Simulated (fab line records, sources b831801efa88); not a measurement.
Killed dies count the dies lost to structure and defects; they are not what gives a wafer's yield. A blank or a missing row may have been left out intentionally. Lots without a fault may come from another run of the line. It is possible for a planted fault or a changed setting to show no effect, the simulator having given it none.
Which tool did it? || flow gf180mcu || 24 lots with 72 wafers sampled at 6 steps, on a route of 602 steps

## WHAT EACH GAUGE READ, for each wafer
GF_V4_OVL_MEAS_15.
{"lot": "L074", "measured": "day 24 09:00", "on": "overlay-02", "V4_OVL (nm)": "5 1 -3"}
{"lot": "L075", "measured": "day 24 16:53", "on": "overlay-01", "V4_OVL (nm)": "0 -2 6"}
{"lot": "L076", "measured": "day 25 04:06", "on": "overlay-02", "V4_OVL (nm)": "-6 2 -6"}
{"lot": "L077", "measured": "day 25 06:36", "on": "overlay-02", "V4_OVL (nm)": "9 6 8"}
{"lot": "L078", "measured": "day 25 22:49", "on": "overlay-01", "V4_OVL (nm)": "-8 4 -5"}
{"lot": "L079", "measured": "day 26 04:15", "on": "overlay-02", "V4_OVL (nm)": "-1 -13 -2"}
{"lot": "L080", "measured": "day 26 12:54", "on": "overlay-01", "V4_OVL (nm)": "4 4 2"}
{"lot": "L081", "measured": "day 26 16:47", "on": "overlay-02", "V4_OVL (nm)": "8 -1 -1"}
{"lot": "L082", "measured": "day 27 02:20", "on": "overlay-01", "V4_OVL (nm)": "-5 7 -9"}
{"lot": "L083", "measured": "day 27 11:24", "on": "overlay-01", "V4_OVL (nm)": "-1 0 -4"}
{"lot": "L084", "measured": "day 27 19:40", "on": "overlay-02", "V4_OVL (nm)": "-2 1 -2"}
{"lot": "L085", "measured": "day 28 03:53", "on": "overlay-01", "V4_OVL (nm)": "-4 -2 -5"}
{"lot": "L086", "measured": "day 28 12:07", "on": "overlay-01", "V4_OVL (nm)": "3 -2 0"}
{"lot": "L087", "measured": "day 28 17:31", "on": "overlay-02", "V4_OVL (nm)": "-6 -7 -7"}
{"lot": "L088", "measured": "day 28 22:49", "on": "overlay-01", "V4_OVL (nm)": "7 8 7"}
{"lot": "L089", "measured": "day 29 08:21", "on": "overlay-02", "V4_OVL (nm)": "-2 3 2"}
{"lot": "L090", "measured": "day 29 14:29", "on": "overlay-01", "V4_OVL (nm)": "-5 0 0"}
{"lot": "L091", "measured": "day 29 17:18", "on": "overlay-02", "V4_OVL (nm)": "-6 -9 -10"}
{"lot": "L092", "measured": "day 30 00:01", "on": "overlay-02", "V4_OVL (nm)": "8 -2 6"}
{"lot": "L093", "measured": "day 30 05:25", "on": "overlay-02", "V4_OVL (nm)": "3 4 4"}
{"lot": "L094", "measured": "day 30 13:27", "on": "overlay-02", "V4_OVL (nm)": "-2 -3 0"}
{"lot": "L095", "measured": "day 30 17:54", "on": "overlay-02", "V4_OVL (nm)": "2 -3 -2"}
{"lot": "L096", "measured": "day 31 01:23", "on": "overlay-01", "V4_OVL (nm)": "3 -1 9"}
{"lot": "L097", "measured": "day 31 05:17", "on": "overlay-02", "V4_OVL (nm)": "4 6 5"}

GF_V5_BOW_MEAS_05.
{"lot": "L074", "measured": "day 26 06:56", "on": "filmMetro-02", "V5_BOW (um)": "146 138 136"}
{"lot": "L075", "measured": "day 26 15:19", "on": "filmMetro-02", "V5_BOW (um)": "127 144 141"}
{"lot": "L076", "measured": "day 27 01:06", "on": "filmMetro-03", "V5_BOW (um)": "132 131 111"}
{"lot": "L077", "measured": "day 27 03:13", "on": "filmMetro-02", "V5_BOW (um)": "126 133 114"}
{"lot": "L078", "measured": "day 27 19:38", "on": "filmMetro-03", "V5_BOW (um)": "129 137 134"}
{"lot": "L079", "measured": "day 28 00:20", "on": "filmMetro-03", "V5_BOW (um)": "111 110 123"}
{"lot": "L080", "measured": "day 28 08:09", "on": "filmMetro-02", "V5_BOW (um)": "136 127 124"}
{"lot": "L081", "measured": "day 28 11:29", "on": "filmMetro-04", "V5_BOW (um)": "139 133 143"}
{"lot": "L082", "measured": "day 28 21:23", "on": "filmMetro-02", "V5_BOW (um)": "137 141 146"}
{"lot": "L083", "measured": "day 29 05:05", "on": "filmMetro-04", "V5_BOW (um)": "139 143 149"}
{"lot": "L084", "measured": "day 29 13:41", "on": "filmMetro-03", "V5_BOW (um)": "130 140 145"}
{"lot": "L085", "measured": "day 29 21:50", "on": "filmMetro-03", "V5_BOW (um)": "132 128 130"}
{"lot": "L086", "measured": "day 30 04:52", "on": "filmMetro-02", "V5_BOW (um)": "142 153 144"}
{"lot": "L087", "measured": "day 30 11:08", "on": "filmMetro-04", "V5_BOW (um)": "148 137 134"}
{"lot": "L088", "measured": "day 30 16:28", "on": "filmMetro-02", "V5_BOW (um)": "124 145 129"}
{"lot": "L089", "measured": "day 31 01:05", "on": "filmMetro-04", "V5_BOW (um)": "138 129 130"}
{"lot": "L090", "measured": "day 31 06:43", "on": "filmMetro-03", "V5_BOW (um)": "138 137 138"}
{"lot": "L091", "measured": "day 31 09:56", "on": "filmMetro-02", "V5_BOW (um)": "131 131 130"}
{"lot": "L092", "measured": "day 31 16:42", "on": "filmMetro-02", "V5_BOW (um)": "124 126 116"}
{"lot": "L093", "measured": "day 31 20:23", "on": "filmMetro-02", "V5_BOW (um)": "118 134 121"}
{"lot": "L094", "measured": "day 32 04:00", "on": "filmMetro-04", "V5_BOW (um)": "149 151 143"}
{"lot": "L095", "measured": "day 32 07:30", "on": "filmMetro-04", "V5_BOW (um)": "137 128 126"}
{"lot": "L096", "measured": "day 32 15:05", "on": "filmMetro-03", "V5_BOW (um)": "133 145 141"}
{"lot": "L097", "measured": "day 32 19:12", "on": "filmMetro-02", "V5_BOW (um)": "151 142 133"}

GF_V5_THK_MEAS_25: measures by xrf.
{"lot": "L074", "measured": "day 27 04:12", "on": "filmMetro-02", "V5_W_THK (nm)": "344 346 350"}
{"lot": "L075", "measured": "day 27 12:46", "on": "filmMetro-02", "V5_W_THK (nm)": "345 353 340"}
{"lot": "L076", "measured": "day 27 22:48", "on": "filmMetro-04", "V5_W_THK (nm)": "339 340 333"}
{"lot": "L077", "measured": "day 27 23:57", "on": "filmMetro-04", "V5_W_THK (nm)": "346 341 347"}
{"lot": "L078", "measured": "day 28 16:01", "on": "filmMetro-04", "V5_W_THK (nm)": "340 343 343"}
{"lot": "L079", "measured": "day 28 20:41", "on": "filmMetro-04", "V5_W_THK (nm)": "347 346 346"}
{"lot": "L080", "measured": "day 29 04:07", "on": "filmMetro-03", "V5_W_THK (nm)": "346 343 343"}
{"lot": "L081", "measured": "day 29 07:41", "on": "filmMetro-04", "V5_W_THK (nm)": "339 345 341"}
{"lot": "L082", "measured": "day 29 17:55", "on": "filmMetro-04", "V5_W_THK (nm)": "341 343 345"}
{"lot": "L083", "measured": "day 30 00:52", "on": "filmMetro-04", "V5_W_THK (nm)": "349 349 350"}
{"lot": "L084", "measured": "day 30 09:30", "on": "filmMetro-03", "V5_W_THK (nm)": "351 356 342"}
{"lot": "L085", "measured": "day 30 17:21", "on": "filmMetro-04", "V5_W_THK (nm)": "343 345 339"}
{"lot": "L086", "measured": "day 31 00:06", "on": "filmMetro-02", "V5_W_THK (nm)": "355 358 354"}
{"lot": "L087", "measured": "day 31 05:49", "on": "filmMetro-02", "V5_W_THK (nm)": "345 355 347"}
{"lot": "L088", "measured": "day 31 10:58", "on": "filmMetro-04", "V5_W_THK (nm)": "346 347 348"}
{"lot": "L089", "measured": "day 31 19:17", "on": "filmMetro-02", "V5_W_THK (nm)": "355 349 355"}
{"lot": "L090", "measured": "day 32 01:15", "on": "filmMetro-04", "V5_W_THK (nm)": "349 352 354"}
{"lot": "L091", "measured": "day 32 04:34", "on": "filmMetro-04", "V5_W_THK (nm)": "344 348 349"}
{"lot": "L092", "measured": "day 32 10:50", "on": "filmMetro-03", "V5_W_THK (nm)": "342 347 343"}
{"lot": "L093", "measured": "day 32 13:58", "on": "filmMetro-04", "V5_W_THK (nm)": "354 357 358"}
{"lot": "L094", "measured": "day 32 21:39", "on": "filmMetro-04", "V5_W_THK (nm)": "352 349 351"}
{"lot": "L095", "measured": "day 33 00:25", "on": "filmMetro-04", "V5_W_THK (nm)": "342 341 350"}
{"lot": "L096", "measured": "day 33 07:37", "on": "filmMetro-04", "V5_W_THK (nm)": "347 354 348"}
{"lot": "L097", "measured": "day 33 12:14", "on": "filmMetro-04", "V5_W_THK (nm)": "348 339 346"}

GF_PASSIVATION_THK_MEAS_01.
{"lot": "L074", "measured": "day 28 02:00", "on": "filmMetro-01", "PASSIVATION_CVD_00_THK (nm)": "981 994 1005"}
{"lot": "L075", "measured": "day 28 09:29", "on": "filmMetro-01", "PASSIVATION_CVD_00_THK (nm)": "993 1030 1014"}
{"lot": "L076", "measured": "day 28 20:04", "on": "filmMetro-02", "PASSIVATION_CVD_00_THK (nm)": "991 1000 1003"}
{"lot": "L077", "measured": "day 28 21:08", "on": "filmMetro-02", "PASSIVATION_CVD_00_THK (nm)": "1007 1008 1022"}
{"lot": "L078", "measured": "day 29 12:39", "on": "filmMetro-02", "PASSIVATION_CVD_00_THK (nm)": "985 984 1009"}
{"lot": "L079", "measured": "day 29 17:24", "on": "filmMetro-01", "PASSIVATION_CVD_00_THK (nm)": "981 994 990"}
{"lot": "L080", "measured": "day 30 00:38", "on": "filmMetro-01", "PASSIVATION_CVD_00_THK (nm)": "1002 1008 1012"}
{"lot": "L081", "measured": "day 30 04:05", "on": "filmMetro-03", "PASSIVATION_CVD_00_THK (nm)": "1000 992 1020"}
{"lot": "L082", "measured": "day 30 13:59", "on": "filmMetro-01", "PASSIVATION_CVD_00_THK (nm)": "978 1007 992"}
{"lot": "L083", "measured": "day 30 21:41", "on": "filmMetro-01", "PASSIVATION_CVD_00_THK (nm)": "996 1006 1013"}
{"lot": "L084", "measured": "day 31 04:52", "on": "filmMetro-03", "PASSIVATION_CVD_00_THK (nm)": "986 1001 1019"}
{"lot": "L085", "measured": "day 31 12:33", "on": "filmMetro-03", "PASSIVATION_CVD_00_THK (nm)": "988 985 1012"}
{"lot": "L086", "measured": "day 31 18:50", "on": "filmMetro-03", "PASSIVATION_CVD_00_THK (nm)": "996 1000 1012"}
{"lot": "L087", "measured": "day 32 01:20", "on": "filmMetro-02", "PASSIVATION_CVD_00_THK (nm)": "984 996 997"}
{"lot": "L088", "measured": "day 32 05:37", "on": "filmMetro-01", "PASSIVATION_CVD_00_THK (nm)": "989 1000 990"}
{"lot": "L089", "measured": "day 32 12:49", "on": "filmMetro-01", "PASSIVATION_CVD_00_THK (nm)": "986 991 1003"}
{"lot": "L090", "measured": "day 32 19:16", "on": "filmMetro-02", "PASSIVATION_CVD_00_THK (nm)": "997 1001 1010"}
{"lot": "L091", "measured": "day 32 22:53", "on": "filmMetro-03", "PASSIVATION_CVD_00_THK (nm)": "1009 1011 1018"}
{"lot": "L092", "measured": "day 33 04:16", "on": "filmMetro-03", "PASSIVATION_CVD_00_THK (nm)": "978 985 975"}
{"lot": "L093", "measured": "day 33 07:05", "on": "filmMetro-02", "PASSIVATION_CVD_00_THK (nm)": "980 996 1001"}
{"lot": "L094", "measured": "day 33 15:01", "on": "filmMetro-03", "PASSIVATION_CVD_00_THK (nm)": "985 992 1005"}
{"lot": "L095", "measured": "day 33 17:38", "on": "filmMetro-02", "PASSIVATION_CVD_00_THK (nm)": "1011 991 1010"}
{"lot": "L096", "measured": "day 34 00:25", "on": "filmMetro-02", "PASSIVATION_CVD_00_THK (nm)": "1006 998 1018"}
{"lot": "L097", "measured": "day 34 05:26", "on": "filmMetro-03", "PASSIVATION_CVD_00_THK (nm)": "1006 1016 1008"}

## WHICH TOOL RAN EACH LOT (tool, then ch and the chambers of the sampled wafers, then the start)
{"lot": "L074", "GF_M2_SPUTTER_03": "pvdSputter-02, day 18 03:32", "GF_V3_CVD_02": "pecvd-03 ch 0,1, day 21 08:33"}
{"lot": "L075", "GF_M2_SPUTTER_03": "pvdSputter-02, day 18 13:55", "GF_V3_CVD_02": "pecvd-04 ch 0,2, day 21 17:13"}
{"lot": "L076", "GF_M2_SPUTTER_03": "pvdSputter-02, day 19 00:37", "GF_V3_CVD_02": "pecvd-04 ch 1,2, day 22 05:28"}
{"lot": "L077", "GF_M2_SPUTTER_03": "pvdSputter-02, day 19 03:40", "GF_V3_CVD_02": "pecvd-01 ch 0,2, day 22 07:43"}
{"lot": "L078", "GF_M2_SPUTTER_03": "pvdSputter-02, day 19 20:28", "GF_V3_CVD_02": "pecvd-04 ch 0,2, day 23 00:52"}
{"lot": "L079", "GF_M2_SPUTTER_03": "pvdSputter-04, day 20 04:11", "GF_V3_CVD_02": "pecvd-04 ch 0,2, day 23 07:36"}
{"lot": "L080", "GF_M2_SPUTTER_03": "pvdSputter-02, day 20 14:20", "GF_V3_CVD_02": "pecvd-04 ch 0,1,2, day 23 16:52"}
{"lot": "L081", "GF_M2_SPUTTER_03": "pvdSputter-04, day 20 19:10", "GF_V3_CVD_02": "pecvd-01 ch 0,1,2, day 23 20:53"}
{"lot": "L082", "GF_M2_SPUTTER_03": "pvdSputter-02, day 21 06:04", "GF_V3_CVD_02": "pecvd-01 ch 0,1,2, day 24 07:59"}
{"lot": "L083", "GF_M2_SPUTTER_03": "pvdSputter-03, day 21 16:58", "GF_V3_CVD_02": "pecvd-03 ch 0,1,2, day 24 16:59"}
{"lot": "L084", "GF_M2_SPUTTER_03": "pvdSputter-04, day 22 01:47", "GF_V3_CVD_02": "pecvd-01 ch 0,1,2, day 25 01:50"}
{"lot": "L085", "GF_M2_SPUTTER_03": "pvdSputter-03, day 22 12:15", "GF_V3_CVD_02": "pecvd-04 ch 0,1,2, day 25 12:04"}
{"lot": "L086", "GF_M2_SPUTTER_03": "pvdSputter-03, day 22 21:48", "GF_V3_CVD_02": "pecvd-04 ch 1,2, day 25 20:19"}
{"lot": "L087", "GF_M2_SPUTTER_03": "pvdSputter-03, day 23 03:40", "GF_V3_CVD_02": "pecvd-03 ch 0,1,2, day 26 02:23"}
{"lot": "L088", "GF_M2_SPUTTER_03": "pvdSputter-03, day 23 10:26", "GF_V3_CVD_02": "pecvd-04 ch 0,1, day 26 07:05"}
{"lot": "L089", "GF_M2_SPUTTER_03": "pvdSputter-03, day 23 22:20", "GF_V3_CVD_02": "pecvd-01 ch 0,1, day 26 17:44"}
{"lot": "L090", "GF_M2_SPUTTER_03": "pvdSputter-02, day 24 03:59", "GF_V3_CVD_02": "pecvd-03 ch 0,1, day 26 23:55"}
{"lot": "L091", "GF_M2_SPUTTER_03": "pvdSputter-03, day 24 07:05", "GF_V3_CVD_02": "pecvd-04 ch 0,1,2, day 27 03:10"}
{"lot": "L092", "GF_M2_SPUTTER_03": "pvdSputter-04, day 24 16:42", "GF_V3_CVD_02": "pecvd-04 ch 0,1,2, day 27 09:37"}
{"lot": "L093", "GF_M2_SPUTTER_03": "pvdSputter-04, day 25 00:03", "GF_V3_CVD_02": "pecvd-04 ch 0,1,2, day 27 18:10"}
{"lot": "L094", "GF_M2_SPUTTER_03": "pvdSputter-04, day 25 07:59", "GF_V3_CVD_02": "pecvd-04 ch 0,2, day 28 01:04"}
{"lot": "L095", "GF_M2_SPUTTER_03": "pvdSputter-02, day 25 13:40", "GF_V3_CVD_02": "pecvd-04 ch 1,2, day 28 05:39"}
{"lot": "L096", "GF_M2_SPUTTER_03": "pvdSputter-03, day 25 22:07", "GF_V3_CVD_02": "pecvd-01 ch 0,1,2, day 28 14:43"}
{"lot": "L097", "GF_M2_SPUTTER_03": "pvdSputter-03, day 26 02:42", "GF_V3_CVD_02": "pecvd-04 ch 0,1,2, day 28 17:52"}
- GF_M2_SPUTTER_03: material Ti, target thk 10 nm, time 6.7 s.
- GF_V3_CVD_02: deposits SiO2 from TEOS, target thk 850 nm, time 94.851 s.

## AS READ BY THE TOOLS THEMSELVES (means over the sampled wafers that have a number; for cases with no such wafer, the mark the record gives instead)
GF_M2_SPUTTER_03.
{"lot": "L074", "tool": "pvdSputter-02", "substrateTempC (C)": 300.22, "throttleValvePct (%)": 30.1}
{"lot": "L075", "tool": "pvdSputter-02", "substrateTempC (C)": 299.90, "throttleValvePct (%)": 30.3}
{"lot": "L076", "tool": "pvdSputter-02", "substrateTempC (C)": 300.02, "throttleValvePct (%)": 30.0}
{"lot": "L077", "tool": "pvdSputter-02", "substrateTempC (C)": 299.87, "throttleValvePct (%)": 29.9}
{"lot": "L078", "tool": "pvdSputter-02", "substrateTempC (C)": 300.02, "throttleValvePct (%)": 30.2}
{"lot": "L079", "tool": "pvdSputter-04", "substrateTempC (C)": 300.01, "throttleValvePct (%)": 29.2}
{"lot": "L080", "tool": "pvdSputter-02", "substrateTempC (C)": 299.92, "throttleValvePct (%)": 30.4}
{"lot": "L081", "tool": "pvdSputter-04", "substrateTempC (C)": 300.05, "throttleValvePct (%)": 30.3}
{"lot": "L082", "tool": "pvdSputter-02", "substrateTempC (C)": 300.24, "throttleValvePct (%)": 29.9}
{"lot": "L083", "tool": "pvdSputter-03", "substrateTempC (C)": 300.15, "throttleValvePct (%)": 28.4}
{"lot": "L084", "tool": "pvdSputter-04", "substrateTempC (C)": 300.01, "throttleValvePct (%)": 27.9}
{"lot": "L085", "tool": "pvdSputter-03", "substrateTempC (C)": 299.86, "throttleValvePct (%)": 29.5}
{"lot": "L086", "tool": "pvdSputter-03", "substrateTempC (C)": 300.18, "throttleValvePct (%)": 28.7}
{"lot": "L087", "tool": "pvdSputter-03", "substrateTempC (C)": 300.06, "throttleValvePct (%)": 28.8}
{"lot": "L088", "tool": "pvdSputter-03", "substrateTempC (C)": 299.93, "throttleValvePct (%)": 29.2}
{"lot": "L089", "tool": "pvdSputter-03", "substrateTempC (C)": 300.06, "throttleValvePct (%)": 29.8}
{"lot": "L090", "tool": "pvdSputter-02", "substrateTempC (C)": 300.06, "throttleValvePct (%)": 30.3}
{"lot": "L091", "tool": "pvdSputter-03", "substrateTempC (C)": 300.19, "throttleValvePct (%)": 29.9}
{"lot": "L092", "tool": "pvdSputter-04", "substrateTempC (C)": 299.75, "throttleValvePct (%)": 30.2}
{"lot": "L093", "tool": "pvdSputter-04", "substrateTempC (C)": 299.84, "throttleValvePct (%)": 30.5}
{"lot": "L094", "tool": "pvdSputter-04", "substrateTempC (C)": 299.96, "throttleValvePct (%)": 29.1}
{"lot": "L095", "tool": "pvdSputter-02", "substrateTempC (C)": 300.04, "throttleValvePct (%)": 30.1}
{"lot": "L096", "tool": "pvdSputter-03", "substrateTempC (C)": 299.90, "throttleValvePct (%)": 30.3}
{"lot": "L097", "tool": "pvdSputter-03", "substrateTempC (C)": 299.97, "throttleValvePct (%)": 29.1}

GF_V3_CVD_02.
{"lot": "L074", "tool": "pecvd-03", "heaterPowerW (W)": 722}
{"lot": "L075", "tool": "pecvd-04", "heaterPowerW (W)": 770}
{"lot": "L076", "tool": "pecvd-04", "heaterPowerW (W)": 651}
{"lot": "L077", "tool": "pecvd-01", "heaterPowerW (W)": 682}
{"lot": "L078", "tool": "pecvd-04", "heaterPowerW (W)": 684}
{"lot": "L079", "tool": "pecvd-04", "heaterPowerW (W)": 720}
{"lot": "L080", "tool": "pecvd-04", "heaterPowerW (W)": 616}
{"lot": "L081", "tool": "pecvd-01", "heaterPowerW (W)": 657}
{"lot": "L082", "tool": "pecvd-01", "heaterPowerW (W)": 620}
{"lot": "L083", "tool": "pecvd-03", "heaterPowerW (W)": 699}
{"lot": "L084", "tool": "pecvd-01", "heaterPowerW (W)": 701}
{"lot": "L085", "tool": "pecvd-04", "heaterPowerW (W)": 623}
{"lot": "L086", "tool": "pecvd-04", "heaterPowerW (W)": 620}
{"lot": "L087", "tool": "pecvd-03", "heaterPowerW (W)": 677}
{"lot": "L088", "tool": "pecvd-04", "heaterPowerW (W)": 669}
{"lot": "L089", "tool": "pecvd-01", "heaterPowerW (W)": 675}
{"lot": "L090", "tool": "pecvd-03", "heaterPowerW (W)": 693}
{"lot": "L091", "tool": "pecvd-04", "heaterPowerW (W)": 652}
{"lot": "L092", "tool": "pecvd-04", "heaterPowerW (W)": 704}
{"lot": "L093", "tool": "pecvd-04", "heaterPowerW (W)": 595}
{"lot": "L094", "tool": "pecvd-04", "heaterPowerW (W)": 736}
{"lot": "L095", "tool": "pecvd-04", "heaterPowerW (W)": 595}
{"lot": "L096", "tool": "pecvd-01", "heaterPowerW (W)": 612}
{"lot": "L097", "tool": "pecvd-04", "heaterPowerW (W)": 675}

## THE ANSWER, worked out from the rows above alone
Rule: what is usual is taken from the lots themselves. The widest of any qualifying gaps counts: lots, ordered by their means at a reading, are off when they make up no more than a third of the lots, leave a main group of 4 or more, and stand apart from it by 3 or more times the standard deviation of that group's means. Not used: any main group whose means are identical at the precision the tables above print for the reading. A lot without any number at a reading at which 4 lots or more have one is off too. All remaining lots with rows at the step are treated as sound. After the gauges, taken in route order, come the tools' own readings; for these a lot's mean is taken, as printed above. The first step at which some lot is off is used, and at that step the reading that is off furthest; a lot without a number counts as furthest.
No lot is off at any reading shown: from this, nothing can be told.

## WHAT WAS PUT IN BY THE SIMULATOR
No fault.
